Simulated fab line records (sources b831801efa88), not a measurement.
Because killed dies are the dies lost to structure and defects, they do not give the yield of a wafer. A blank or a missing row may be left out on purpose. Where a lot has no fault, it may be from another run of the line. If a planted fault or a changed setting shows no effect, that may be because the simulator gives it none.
The tool behind it: which one?	flow gf180mcu	Sampling: 6 lots, 18 wafers, 2 of 602 route steps

== WHAT EACH GAUGE READ, for each wafer ==
GF_DNWELL_TW_MEAS_09.
lot	measured	on	DNWELL_TW
L660	day 3 00:33	film-metro-01	1343 1336 1344
L664	day 3 20:56	film-metro-03	1370 1367 1362
L668	day 4 18:22	film-metro-02	1359 1358 1363
L671	day 5 13:24	film-metro-03	1361 1360 1370
L674	day 6 04:02	film-metro-02	1343 1345 1348
L681	day 7 18:10	film-metro-01	1472 1481 1474

== EACH LOT AND THE TOOL THAT RAN IT (in order: tool; ch and the chambers of the sampled wafers; start) ==
lot	GF_DNWELL_IMPLANT_07
L660	implanter-04 ch 0, day 3 00:19
L664	implanter-03 ch 0, day 3 20:41
L668	implanter-01 ch 0, day 4 18:08
L671	implanter-04 ch 0, day 5 13:10
L674	implanter-01 ch 0, day 6 03:49
L681	implanter-01 ch 0, day 7 17:56
- GF_DNWELL_IMPLANT_07

== THE ANSWER, worked out from the rows above alone ==
Rule: usual is defined by the lots themselves. The widest of any qualifying gaps counts: lots, ordered by their means at a reading, are off when they make up no more than a third of the lots, leave a main group of 4 or more, and stand apart from it by 3 or more times the standard deviation of that group's means. A main group is skipped when, at the precision printed for the reading in the tables above, its means are all equal. A lot without any number at a reading at which 4 lots or more have one is off too. Any other lot the step has rows for is counted as sound.
Off: L681, seen at GF_DNWELL_TW_MEAS_09 (DNWELL_TW). The main group has a mean of 1355 with a standard deviation of 10.
A tool fits if, at a process step before that reading, it ran every lot that is off, and no sound lot after the first of them. The gauges at GF_DNWELL_TW_MEAS_09 are tried like those tools. This does not decide it: 2 tools fit, namely implanter-01 at GF_DNWELL_IMPLANT_07 and film-metro-01 at GF_DNWELL_TW_MEAS_09.

== WHAT THE SIMULATOR HAD INSERTED ==
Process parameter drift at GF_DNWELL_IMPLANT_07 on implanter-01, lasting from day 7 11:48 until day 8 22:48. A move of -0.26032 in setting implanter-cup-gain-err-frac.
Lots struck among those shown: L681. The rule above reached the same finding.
